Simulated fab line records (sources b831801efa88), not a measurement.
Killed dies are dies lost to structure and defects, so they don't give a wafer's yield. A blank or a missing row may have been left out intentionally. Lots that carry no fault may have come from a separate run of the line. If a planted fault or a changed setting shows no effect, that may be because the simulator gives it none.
fab line records || flow sky130 || part 2 of 2: steps 28 to 39 of 39
record {"lots": 5, "wafers": 15, "last_day": 50}
route steps=708 shown VIA4@653 METAL5@661 PASSIVATION@681
lots that met no fault: taken from a fault-free run of the same line
start_h: start of the lot's first displayed wafer, in hours after the record's first day || wait_h: hours since the lot's step before || " as in the row above || L1.1+2: a row that stands for several wafers || - either no value or no given start || * or withheld: withheld || < > ~ a bound
route shown NAME@n: NAME is a module with steps in the file, n the number in the route of the first one || usual: the fault-free wafers' mean and standard deviation || same: alike in all rows || chamber/n: place in a boat || sites: the reading at each site || _std_site: standard deviation of those values || _edge_site: the outer-site mean with the inner-site mean subtracted || radius_mm: how far each site lies from the wafer's centre || mask NAME#n: copy n || behind: the most recent tool/chamber to have shaped the wafer || hold: what put the lot on hold/how long, in hours/how the hold closed || device: transistor that didn't switch, given as n, p or np || end of line: the route-end tests of the same wafers || a step without rows: its recipe alone || killed: the dies lost at the first sort to structure and to defects; this is not the yield of the wafer || map: per-die view of a wafer (x killed, . not killed, _ where there is no die)
set.NAME: the run value of the setting; set.NAME@STEP: its run value at that earlier step || model.NAME: the simulator's own value behind a step, which no gauge read
lots seen at some steps along the route; tables by step, rows by wafer
services: from which hour (start_h, from the record's first day; less than 0 if before it) a tool's chamber was out of use, for how many hours, and why
## steps
# step SKY_METAL5_CLEAN_19
# recipe {"chemistry": "O3/DIW", "dry": "n2_spin"}
{"lot.wafer": "L077.1+3+6", "tool": "wet_bench-04", "chamber": 2, "start_h": 1052.03, "wait_h": 0.0}
{"lot.wafer": "L084.2+3+6", "tool": "wet_bench-04", "chamber": 0, "start_h": 1096.84, "wait_h": 0.0}
{"lot.wafer": "L088.3+4+5", "tool": "wet_bench-04", "chamber": 1, "start_h": 1124.36, "wait_h": 0.0}
{"lot.wafer": "L089.1+4+6", "tool": "wet_bench-02", "chamber": 3, "start_h": 1129.57, "wait_h": 0.0}
{"lot.wafer": "L096.2+4+6", "tool": "wet_bench-04", "chamber": 3, "start_h": 1174.00, "wait_h": 0.0}
# step SKY_PASSIVATION_CVD_00
# recipe {"material": "SiO2", "target_thk_nm": 90, "temp_c": 400, "time_s": "withheld", "rf_w": 600}
# usual {"heater_power_w": "665/130"}
{"lot.wafer": "L077.1", "tool": "pecvd-01", "chamber": 1, "start_h": 1052.12, "wait_h": 0.0, "heater_power_w": 429}
{"lot.wafer": "L077.3", "tool": "pecvd-01", "chamber": 2, "start_h": 1052.12, "wait_h": 0.0, "heater_power_w": 739}
{"lot.wafer": "L077.6", "tool": "pecvd-01", "chamber": 1, "start_h": 1052.12, "wait_h": 0.0, "heater_power_w": 431}
{"lot.wafer": "L084.2", "tool": "pecvd-04", "chamber": 2, "start_h": 1096.93, "wait_h": 0.0, "heater_power_w": 572}
{"lot.wafer": "L084.3", "tool": "pecvd-04", "chamber": 1, "start_h": 1096.93, "wait_h": 0.0, "heater_power_w": 862}
{"lot.wafer": "L084.6", "tool": "pecvd-04", "chamber": 1, "start_h": 1096.93, "wait_h": 0.0, "heater_power_w": 888}
{"lot.wafer": "L088.3", "tool": "pecvd-01", "chamber": 0, "start_h": 1124.45, "wait_h": 0.0, "heater_power_w": 657}
{"lot.wafer": "L088.4", "tool": "pecvd-01", "chamber": 0, "start_h": 1124.45, "wait_h": 0.0, "heater_power_w": 647}
{"lot.wafer": "L088.5", "tool": "pecvd-01", "chamber": 2, "start_h": 1124.45, "wait_h": 0.0, "heater_power_w": 738}
{"lot.wafer": "L089.1", "tool": "pecvd-02", "chamber": 2, "start_h": 1129.67, "wait_h": 0.0, "heater_power_w": 541}
{"lot.wafer": "L089.4", "tool": "pecvd-02", "chamber": 2, "start_h": 1129.67, "wait_h": 0.0, "heater_power_w": 555}
{"lot.wafer": "L089.6", "tool": "pecvd-02", "chamber": 0, "start_h": 1129.67, "wait_h": 0.0, "heater_power_w": 753}
{"lot.wafer": "L096.2", "tool": "pecvd-02", "chamber": 2, "start_h": 1174.09, "wait_h": 0.0, "heater_power_w": 570}
{"lot.wafer": "L096.4", "tool": "pecvd-02", "chamber": 1, "start_h": 1174.09, "wait_h": 0.0, "heater_power_w": 729}
{"lot.wafer": "L096.6", "tool": "pecvd-02", "chamber": 0, "start_h": 1174.09, "wait_h": 0.0, "heater_power_w": 727}
# step SKY_PASSIVATION_THK_MEAS_01
# recipe {"reads": "SiO2_of_PASSIVATION_CVD_00"}
# usual {"PASSIVATION_CVD_00_THK": "89.9/1.5"}
{"lot.wafer": "L077.1", "tool": "film_metro-04", "chamber": "-", "start_h": 1052.15, "wait_h": "-", "PASSIVATION_CVD_00_THK[nm]": 88.0}
{"lot.wafer": "L077.3", "tool": "film_metro-04", "chamber": "-", "start_h": 1052.15, "wait_h": "-", "PASSIVATION_CVD_00_THK[nm]": 89.8}
{"lot.wafer": "L077.6", "tool": "film_metro-04", "chamber": "-", "start_h": 1052.15, "wait_h": "-", "PASSIVATION_CVD_00_THK[nm]": 88.7}
{"lot.wafer": "L084.2", "tool": "film_metro-04", "chamber": "-", "start_h": 1096.97, "wait_h": "-", "PASSIVATION_CVD_00_THK[nm]": 90.9}
{"lot.wafer": "L084.3", "tool": "film_metro-04", "chamber": "-", "start_h": 1096.97, "wait_h": "-", "PASSIVATION_CVD_00_THK[nm]": 89.0}
{"lot.wafer": "L084.6", "tool": "film_metro-04", "chamber": "-", "start_h": 1096.97, "wait_h": "-", "PASSIVATION_CVD_00_THK[nm]": 90.5}
{"lot.wafer": "L088.3", "tool": "film_metro-04", "chamber": "-", "start_h": 1124.49, "wait_h": "-", "PASSIVATION_CVD_00_THK[nm]": 89.4}
{"lot.wafer": "L088.4", "tool": "film_metro-04", "chamber": "-", "start_h": 1124.49, "wait_h": "-", "PASSIVATION_CVD_00_THK[nm]": 90.3}
{"lot.wafer": "L088.5", "tool": "film_metro-04", "chamber": "-", "start_h": 1124.49, "wait_h": "-", "PASSIVATION_CVD_00_THK[nm]": 90.9}
{"lot.wafer": "L089.1", "tool": "film_metro-04", "chamber": "-", "start_h": 1129.69, "wait_h": "-", "PASSIVATION_CVD_00_THK[nm]": 90.4}
{"lot.wafer": "L089.4", "tool": "film_metro-04", "chamber": "-", "start_h": 1129.69, "wait_h": "-", "PASSIVATION_CVD_00_THK[nm]": 93.5}
{"lot.wafer": "L089.6", "tool": "film_metro-04", "chamber": "-", "start_h": 1129.69, "wait_h": "-", "PASSIVATION_CVD_00_THK[nm]": 89.8}
{"lot.wafer": "L096.2", "tool": "film_metro-03", "chamber": "-", "start_h": 1174.12, "wait_h": "-", "PASSIVATION_CVD_00_THK[nm]": 91.7}
{"lot.wafer": "L096.4", "tool": "film_metro-03", "chamber": "-", "start_h": 1174.12, "wait_h": "-", "PASSIVATION_CVD_00_THK[nm]": 91.8}
{"lot.wafer": "L096.6", "tool": "film_metro-03", "chamber": "-", "start_h": 1174.12, "wait_h": "-", "PASSIVATION_CVD_00_THK[nm]": 92.9}
# step SKY_PASSIVATION_CVD_02
# recipe {"material": "Si3N4", "target_thk_nm": 540, "temp_c": 400, "time_s": "withheld", "rf_w": 450}
# usual {"heater_power_w": "700/120"}
{"lot.wafer": "L077.1", "tool": "pecvd-02", "chamber": 1, "start_h": 1052.21, "wait_h": 0.1, "heater_power_w": 842}
{"lot.wafer": "L077.3", "tool": "pecvd-02", "chamber": 2, "start_h": 1052.21, "wait_h": 0.1, "heater_power_w": 609}
{"lot.wafer": "L077.6", "tool": "pecvd-02", "chamber": 2, "start_h": 1052.21, "wait_h": 0.1, "heater_power_w": 616}
{"lot.wafer": "L084.2", "tool": "pecvd-02", "chamber": 2, "start_h": 1097.02, "wait_h": 0.0, "heater_power_w": 660}
{"lot.wafer": "L084.3", "tool": "pecvd-02", "chamber": 1, "start_h": 1097.02, "wait_h": 0.0, "heater_power_w": 782}
{"lot.wafer": "L084.6", "tool": "pecvd-02", "chamber": 1, "start_h": 1097.02, "wait_h": 0.0, "heater_power_w": 819}
{"lot.wafer": "L088.3", "tool": "pecvd-04", "chamber": 1, "start_h": 1124.53, "wait_h": 0.0, "heater_power_w": 969}
{"lot.wafer": "L088.4", "tool": "pecvd-04", "chamber": 1, "start_h": 1124.53, "wait_h": 0.0, "heater_power_w": 963}
{"lot.wafer": "L088.5", "tool": "pecvd-04", "chamber": 2, "start_h": 1124.53, "wait_h": 0.0, "heater_power_w": 582}
{"lot.wafer": "L089.1", "tool": "pecvd-01", "chamber": 1, "start_h": 1129.75, "wait_h": 0.1, "heater_power_w": 473}
{"lot.wafer": "L089.4", "tool": "pecvd-01", "chamber": 1, "start_h": 1129.75, "wait_h": 0.1, "heater_power_w": 492}
{"lot.wafer": "L089.6", "tool": "pecvd-01", "chamber": 2, "start_h": 1129.75, "wait_h": 0.1, "heater_power_w": 764}
{"lot.wafer": "L096.2", "tool": "pecvd-01", "chamber": 2, "start_h": 1174.17, "wait_h": 0.0, "heater_power_w": 744}
{"lot.wafer": "L096.4", "tool": "pecvd-01", "chamber": 0, "start_h": 1174.17, "wait_h": 0.0, "heater_power_w": 774}
{"lot.wafer": "L096.6", "tool": "pecvd-01", "chamber": 1, "start_h": 1174.17, "wait_h": 0.0, "heater_power_w": 542}
# step SKY_PASSIVATION_THK_MEAS_03
# recipe {"reads": "Si3N4_of_PASSIVATION_CVD_02"}
# usual {"PASSIVATION_CVD_02_THK": "538/8.3"}
{"lot.wafer": "L077.1", "tool": "film_metro-03", "chamber": "-", "start_h": 1052.43, "wait_h": "-", "PASSIVATION_CVD_02_THK[nm]": 529}
{"lot.wafer": "L077.3", "tool": "film_metro-03", "chamber": "-", "start_h": 1052.43, "wait_h": "-", "PASSIVATION_CVD_02_THK[nm]": 528}
{"lot.wafer": "L077.6", "tool": "film_metro-03", "chamber": "-", "start_h": 1052.43, "wait_h": "-", "PASSIVATION_CVD_02_THK[nm]": 538}
{"lot.wafer": "L084.2", "tool": "film_metro-03", "chamber": "-", "start_h": 1097.25, "wait_h": "-", "PASSIVATION_CVD_02_THK[nm]": 527}
{"lot.wafer": "L084.3", "tool": "film_metro-03", "chamber": "-", "start_h": 1097.25, "wait_h": "-", "PASSIVATION_CVD_02_THK[nm]": 534}
{"lot.wafer": "L084.6", "tool": "film_metro-03", "chamber": "-", "start_h": 1097.25, "wait_h": "-", "PASSIVATION_CVD_02_THK[nm]": 546}
{"lot.wafer": "L088.3", "tool": "film_metro-03", "chamber": "-", "start_h": 1124.78, "wait_h": "-", "PASSIVATION_CVD_02_THK[nm]": 539}
{"lot.wafer": "L088.4", "tool": "film_metro-03", "chamber": "-", "start_h": 1124.78, "wait_h": "-", "PASSIVATION_CVD_02_THK[nm]": 538}
{"lot.wafer": "L088.5", "tool": "film_metro-03", "chamber": "-", "start_h": 1124.78, "wait_h": "-", "PASSIVATION_CVD_02_THK[nm]": 557}
{"lot.wafer": "L089.1", "tool": "film_metro-04", "chamber": "-", "start_h": 1129.97, "wait_h": "-", "PASSIVATION_CVD_02_THK[nm]": 528}
{"lot.wafer": "L089.4", "tool": "film_metro-04", "chamber": "-", "start_h": 1129.97, "wait_h": "-", "PASSIVATION_CVD_02_THK[nm]": 538}
{"lot.wafer": "L089.6", "tool": "film_metro-04", "chamber": "-", "start_h": 1129.97, "wait_h": "-", "PASSIVATION_CVD_02_THK[nm]": 533}
{"lot.wafer": "L096.2", "tool": "film_metro-03", "chamber": "-", "start_h": 1174.41, "wait_h": "-", "PASSIVATION_CVD_02_THK[nm]": 525}
{"lot.wafer": "L096.4", "tool": "film_metro-03", "chamber": "-", "start_h": 1174.41, "wait_h": "-", "PASSIVATION_CVD_02_THK[nm]": 560}
{"lot.wafer": "L096.6", "tool": "film_metro-03", "chamber": "-", "start_h": 1174.41, "wait_h": "-", "PASSIVATION_CVD_02_THK[nm]": 537}
# step SKY_PASSIVATION_DEHYDRATE_04
# recipe {"temp_c": 200, "time_s": 60}
# usual {"heater_power_total_W": "160.39/0.12"}
{"lot.wafer": "L077.1", "tool": "litho_track-01", "chamber": 0, "start_h": 1062.67, "wait_h": 10.2, "heater_power_total_W": 160.34}
{"lot.wafer": "L077.3", "tool": "litho_track-01", "chamber": 0, "start_h": 1062.67, "wait_h": 10.2, "heater_power_total_W": 160.27}
{"lot.wafer": "L077.6", "tool": "litho_track-01", "chamber": 0, "start_h": 1062.67, "wait_h": 10.2, "heater_power_total_W": 160.47}
{"lot.wafer": "L084.2", "tool": "litho_track-02", "chamber": 0, "start_h": 1106.55, "wait_h": 9.3, "heater_power_total_W": 160.22}
{"lot.wafer": "L084.3", "tool": "litho_track-02", "chamber": 0, "start_h": 1106.55, "wait_h": 9.3, "heater_power_total_W": 160.47}
{"lot.wafer": "L084.6", "tool": "litho_track-02", "chamber": 0, "start_h": 1106.55, "wait_h": 9.3, "heater_power_total_W": 160.34}
{"lot.wafer": "L088.3", "tool": "litho_track-02", "chamber": 0, "start_h": 1133.62, "wait_h": 8.8, "heater_power_total_W": 160.28}
{"lot.wafer": "L088.4", "tool": "litho_track-02", "chamber": 0, "start_h": 1133.62, "wait_h": 8.8, "heater_power_total_W": 160.35}
{"lot.wafer": "L088.5", "tool": "litho_track-02", "chamber": 0, "start_h": 1133.62, "wait_h": 8.8, "heater_power_total_W": 160.43}
{"lot.wafer": "L089.1", "tool": "litho_track-01", "chamber": 0, "start_h": 1138.68, "wait_h": 8.7, "heater_power_total_W": 160.40}
{"lot.wafer": "L089.4", "tool": "litho_track-01", "chamber": 0, "start_h": 1138.68, "wait_h": 8.7, "heater_power_total_W": 160.60}
{"lot.wafer": "L089.6", "tool": "litho_track-01", "chamber": 0, "start_h": 1138.68, "wait_h": 8.7, "heater_power_total_W": 160.43}
{"lot.wafer": "L096.2", "tool": "litho_track-03", "chamber": 0, "start_h": 1182.34, "wait_h": 7.9, "heater_power_total_W": 160.25}
{"lot.wafer": "L096.4", "tool": "litho_track-03", "chamber": 0, "start_h": 1182.34, "wait_h": 7.9, "heater_power_total_W": 160.20}
{"lot.wafer": "L096.6", "tool": "litho_track-03", "chamber": 0, "start_h": 1182.34, "wait_h": 7.9, "heater_power_total_W": 160.34}
# step SKY_PASSIVATION_HMDS_05
# recipe {"prime_time_s": 60, "prime_temp_c": 120}
{"lot.wafer": "L077.1+3+6", "tool": "litho_track-01", "chamber": 0, "start_h": 1062.82, "wait_h": 0.1}
{"lot.wafer": "L084.2+3+6", "tool": "litho_track-02", "chamber": 0, "start_h": 1106.70, "wait_h": 0.1}
{"lot.wafer": "L088.3+4+5", "tool": "litho_track-02", "chamber": 0, "start_h": 1133.77, "wait_h": 0.1}
{"lot.wafer": "L089.1+4+6", "tool": "litho_track-01", "chamber": 0, "start_h": 1138.83, "wait_h": 0.1}
{"lot.wafer": "L096.2+4+6", "tool": "litho_track-03", "chamber": 0, "start_h": 1182.49, "wait_h": 0.1}
# step SKY_PASSIVATION_COAT_06
# recipe {"spin_rpm": 2000, "resist_thk_nm": 3000}
{"lot.wafer": "L077.1+3+6", "tool": "litho_track-01", "chamber": 0, "start_h": 1062.97, "wait_h": 0.1}
{"lot.wafer": "L084.2+3+6", "tool": "litho_track-02", "chamber": 0, "start_h": 1106.85, "wait_h": 0.1}
{"lot.wafer": "L088.3+4+5", "tool": "litho_track-02", "chamber": 0, "start_h": 1133.92, "wait_h": 0.1}
{"lot.wafer": "L089.1+4+6", "tool": "litho_track-01", "chamber": 0, "start_h": 1138.98, "wait_h": 0.1}
{"lot.wafer": "L096.2+4+6", "tool": "litho_track-03", "chamber": 0, "start_h": 1182.64, "wait_h": 0.1}
# step SKY_PASSIVATION_SOFTBAKE_07
# recipe {"temp_c": 110, "time_s": "withheld"}
# usual {"heater_power_total_W": "65.34/0.14"}
{"lot.wafer": "L077.1", "tool": "litho_track-01", "chamber": 0, "start_h": 1063.12, "wait_h": 0.1, "heater_power_total_W": 65.40}
{"lot.wafer": "L077.3", "tool": "litho_track-01", "chamber": 0, "start_h": 1063.12, "wait_h": 0.1, "heater_power_total_W": 65.38}
{"lot.wafer": "L077.6", "tool": "litho_track-01", "chamber": 0, "start_h": 1063.12, "wait_h": 0.1, "heater_power_total_W": 65.43}
{"lot.wafer": "L084.2", "tool": "litho_track-02", "chamber": 0, "start_h": 1107.01, "wait_h": 0.1, "heater_power_total_W": 65.39}
{"lot.wafer": "L084.3", "tool": "litho_track-02", "chamber": 0, "start_h": 1107.01, "wait_h": 0.1, "heater_power_total_W": 65.22}
{"lot.wafer": "L084.6", "tool": "litho_track-02", "chamber": 0, "start_h": 1107.01, "wait_h": 0.1, "heater_power_total_W": 65.18}
{"lot.wafer": "L088.3", "tool": "litho_track-02", "chamber": 0, "start_h": 1134.09, "wait_h": 0.1, "heater_power_total_W": 65.57}
{"lot.wafer": "L088.4", "tool": "litho_track-02", "chamber": 0, "start_h": 1134.09, "wait_h": 0.1, "heater_power_total_W": 65.27}
{"lot.wafer": "L088.5", "tool": "litho_track-02", "chamber": 0, "start_h": 1134.09, "wait_h": 0.1, "heater_power_total_W": 65.19}
{"lot.wafer": "L089.1", "tool": "litho_track-01", "chamber": 0, "start_h": 1139.13, "wait_h": 0.1, "heater_power_total_W": 65.20}
{"lot.wafer": "L089.4", "tool": "litho_track-01", "chamber": 0, "start_h": 1139.13, "wait_h": 0.1, "heater_power_total_W": 65.49}
{"lot.wafer": "L089.6", "tool": "litho_track-01", "chamber": 0, "start_h": 1139.13, "wait_h": 0.1, "heater_power_total_W": 64.96}
{"lot.wafer": "L096.2", "tool": "litho_track-03", "chamber": 0, "start_h": 1182.80, "wait_h": 0.1, "heater_power_total_W": 65.44}
{"lot.wafer": "L096.4", "tool": "litho_track-03", "chamber": 0, "start_h": 1182.80, "wait_h": 0.1, "heater_power_total_W": 65.53}
{"lot.wafer": "L096.6", "tool": "litho_track-03", "chamber": 0, "start_h": 1182.80, "wait_h": 0.1, "heater_power_total_W": 65.34}
# step SKY_PASSIVATION_EXPOSE_08
# recipe {"mask_id": "NSM", "target_cd_nm": 3000, "na": 0.57, "dose_mj": 260}
# usual {"stage_vel_mm_s": "499.98/0.22"}
# same {"na": 0.57}
{"lot.wafer": "L077.1", "tool": "iline_stepper-02", "chamber": 0, "start_h": "-", "wait_h": "-", "mask": "NSM#0", "stage_vel_mm_s": 500.07}
{"lot.wafer": "L077.3", "tool": "iline_stepper-02", "chamber": 0, "start_h": "-", "wait_h": "-", "mask": "NSM#0", "stage_vel_mm_s": 499.83}
{"lot.wafer": "L077.6", "tool": "iline_stepper-02", "chamber": 0, "start_h": "-", "wait_h": "-", "mask": "NSM#0", "stage_vel_mm_s": 500.15}
{"lot.wafer": "L084.2", "tool": "iline_stepper-01", "chamber": 0, "start_h": "-", "wait_h": "-", "mask": "NSM#0", "stage_vel_mm_s": 499.72}
{"lot.wafer": "L084.3", "tool": "iline_stepper-01", "chamber": 0, "start_h": "-", "wait_h": "-", "mask": "NSM#0", "stage_vel_mm_s": 500.01}
{"lot.wafer": "L084.6", "tool": "iline_stepper-01", "chamber": 0, "start_h": "-", "wait_h": "-", "mask": "NSM#0", "stage_vel_mm_s": 500.32}
{"lot.wafer": "L088.3", "tool": "iline_stepper-02", "chamber": 0, "start_h": "-", "wait_h": "-", "mask": "NSM#0", "stage_vel_mm_s": 500.01}
{"lot.wafer": "L088.4", "tool": "iline_stepper-02", "chamber": 0, "start_h": "-", "wait_h": "-", "mask": "NSM#0", "stage_vel_mm_s": 499.92}
{"lot.wafer": "L088.5", "tool": "iline_stepper-02", "chamber": 0, "start_h": "-", "wait_h": "-", "mask": "NSM#0", "stage_vel_mm_s": 499.96}
{"lot.wafer": "L089.1", "tool": "iline_stepper-02", "chamber": 0, "start_h": "-", "wait_h": "-", "mask": "NSM#0", "stage_vel_mm_s": 499.87}
{"lot.wafer": "L089.4", "tool": "iline_stepper-02", "chamber": 0, "start_h": "-", "wait_h": "-", "mask": "NSM#0", "stage_vel_mm_s": 499.82}
{"lot.wafer": "L089.6", "tool": "iline_stepper-02", "chamber": 0, "start_h": "-", "wait_h": "-", "mask": "NSM#0", "stage_vel_mm_s": 500.09}
{"lot.wafer": "L096.2", "tool": "iline_stepper-01", "chamber": 0, "start_h": "-", "wait_h": "-", "mask": "NSM#0", "stage_vel_mm_s": 500.39}
{"lot.wafer": "L096.4", "tool": "iline_stepper-01", "chamber": 0, "start_h": "-", "wait_h": "-", "mask": "NSM#0", "stage_vel_mm_s": 500.20}
{"lot.wafer": "L096.6", "tool": "iline_stepper-01", "chamber": 0, "start_h": "-", "wait_h": "-", "mask": "NSM#0", "stage_vel_mm_s": 500.27}
# step SKY_PASSIVATION_PEB_09
# recipe {"temp_c": 115, "time_s": "withheld"}
# usual {"heater_power_total_W": "69.31/0.12"}
{"lot.wafer": "L077.1", "tool": "litho_track-01", "chamber": 0, "start_h": "-", "wait_h": "-", "heater_power_total_W": 69.47}
{"lot.wafer": "L077.3", "tool": "litho_track-01", "chamber": 0, "start_h": "-", "wait_h": "-", "heater_power_total_W": 69.39}
{"lot.wafer": "L077.6", "tool": "litho_track-01", "chamber": 0, "start_h": "-", "wait_h": "-", "heater_power_total_W": 69.40}
{"lot.wafer": "L084.2", "tool": "litho_track-02", "chamber": 0, "start_h": "-", "wait_h": "-", "heater_power_total_W": 69.40}
{"lot.wafer": "L084.3", "tool": "litho_track-02", "chamber": 0, "start_h": "-", "wait_h": "-", "heater_power_total_W": 69.19}
{"lot.wafer": "L084.6", "tool": "litho_track-02", "chamber": 0, "start_h": "-", "wait_h": "-", "heater_power_total_W": 69.18}
{"lot.wafer": "L088.3", "tool": "litho_track-03", "chamber": 0, "start_h": "-", "wait_h": "-", "heater_power_total_W": 69.33}
{"lot.wafer": "L088.4", "tool": "litho_track-03", "chamber": 0, "start_h": "-", "wait_h": "-", "heater_power_total_W": 69.22}
{"lot.wafer": "L088.5", "tool": "litho_track-03", "chamber": 0, "start_h": "-", "wait_h": "-", "heater_power_total_W": 69.25}
{"lot.wafer": "L089.1", "tool": "litho_track-02", "chamber": 0, "start_h": "-", "wait_h": "-", "heater_power_total_W": 69.54}
{"lot.wafer": "L089.4", "tool": "litho_track-02", "chamber": 0, "start_h": "-", "wait_h": "-", "heater_power_total_W": 69.48}
{"lot.wafer": "L089.6", "tool": "litho_track-02", "chamber": 0, "start_h": "-", "wait_h": "-", "heater_power_total_W": 69.52}
{"lot.wafer": "L096.2", "tool": "litho_track-01", "chamber": 0, "start_h": "-", "wait_h": "-", "heater_power_total_W": 69.33}
{"lot.wafer": "L096.4", "tool": "litho_track-01", "chamber": 0, "start_h": "-", "wait_h": "-", "heater_power_total_W": 69.34}
{"lot.wafer": "L096.6", "tool": "litho_track-01", "chamber": 0, "start_h": "-", "wait_h": "-", "heater_power_total_W": 69.53}
# step SKY_PASSIVATION_DEVELOP_10
# recipe {"develop_time_s": 60, "dev_temp_c": 23}
{"lot.wafer": "L077.1+3+6", "tool": "litho_track-01", "chamber": 0, "start_h": "-", "wait_h": "-"}
{"lot.wafer": "L084.2+3+6", "tool": "litho_track-02", "chamber": 0, "start_h": "-", "wait_h": "-"}
{"lot.wafer": "L088.3+4+5", "tool": "litho_track-03", "chamber": 0, "start_h": "-", "wait_h": "-"}
{"lot.wafer": "L089.1+4+6", "tool": "litho_track-02", "chamber": 0, "start_h": "-", "wait_h": "-"}
{"lot.wafer": "L096.2+4+6", "tool": "litho_track-01", "chamber": 0, "start_h": "-", "wait_h": "-"}
## services
{"tool": "wet_bench-01", "chamber": "-", "start_h": 1024.64, "hours": 8.2, "kind": "repair"}
{"tool": "cmp-01", "chamber": "-", "start_h": 1029.14, "hours": 3.4, "kind": "pm"}
{"tool": "wet_bench-04", "chamber": "-", "start_h": 1046.55, "hours": 3.1, "kind": "repair"}
{"tool": "iline_stepper-01", "chamber": "-", "start_h": 1051.61, "hours": 5.1, "kind": "repair"}
{"tool": "cmp-01", "chamber": "-", "start_h": 1056.23, "hours": 4.2, "kind": "pm"}
{"tool": "iline_stepper-01", "chamber": "-", "start_h": 1056.74, "hours": 2.1, "kind": "pm"}
{"tool": "wet_bench-01", "chamber": "-", "start_h": 1058.00, "hours": 3.4, "kind": "repair"}
{"tool": "pvd_sputter-02", "chamber": "-", "start_h": 1064.29, "hours": 6.9, "kind": "repair"}
{"tool": "iline_stepper-01", "chamber": "-", "start_h": 1065.25, "hours": 2.5, "kind": "repair"}
{"tool": "iline_stepper-02", "chamber": "-", "start_h": 1069.50, "hours": 1.7, "kind": "pm"}
{"tool": "rie_metal-04", "chamber": "-", "start_h": 1084.23, "hours": 0.6, "kind": "repair"}
{"tool": "pvd_sputter-02", "chamber": "-", "start_h": 1088.73, "hours": 0.6, "kind": "repair"}
{"tool": "iline_stepper-02", "chamber": "-", "start_h": 1095.70, "hours": 2.1, "kind": "pm"}
{"tool": "pvd_sputter-01", "chamber": "-", "start_h": 1096.54, "hours": 8.8, "kind": "repair"}
{"tool": "pecvd-01", "chamber": 1, "start_h": 1113.63, "hours": 10.4, "kind": "repair"}
{"tool": "pecvd-01", "chamber": 0, "start_h": 1117.48, "hours": 6.8, "kind": "repair"}
{"tool": "pecvd-02", "chamber": "-", "start_h": 1120.93, "hours": 2.8, "kind": "pm"}
{"tool": "rie_metal-04", "chamber": "-", "start_h": 1139.10, "hours": 2.8, "kind": "pm"}
{"tool": "wet_bench-03", "chamber": "-", "start_h": 1145.84, "hours": 1.0, "kind": "repair"}
{"tool": "pvd_sputter-02", "chamber": "-", "start_h": 1149.42, "hours": 7.1, "kind": "repair"}
{"tool": "iline_stepper-01", "chamber": "-", "start_h": 1151.31, "hours": 1.7, "kind": "pm"}
{"tool": "pvd_sputter-02", "chamber": "-", "start_h": 1166.20, "hours": 3.6, "kind": "repair"}
{"tool": "pvd_sputter-04", "chamber": "-", "start_h": 1187.65, "hours": 6.3, "kind": "repair"}
{"tool": "pvd_sputter-04", "chamber": "-", "start_h": 1188.32, "hours": 3.9, "kind": "repair"}
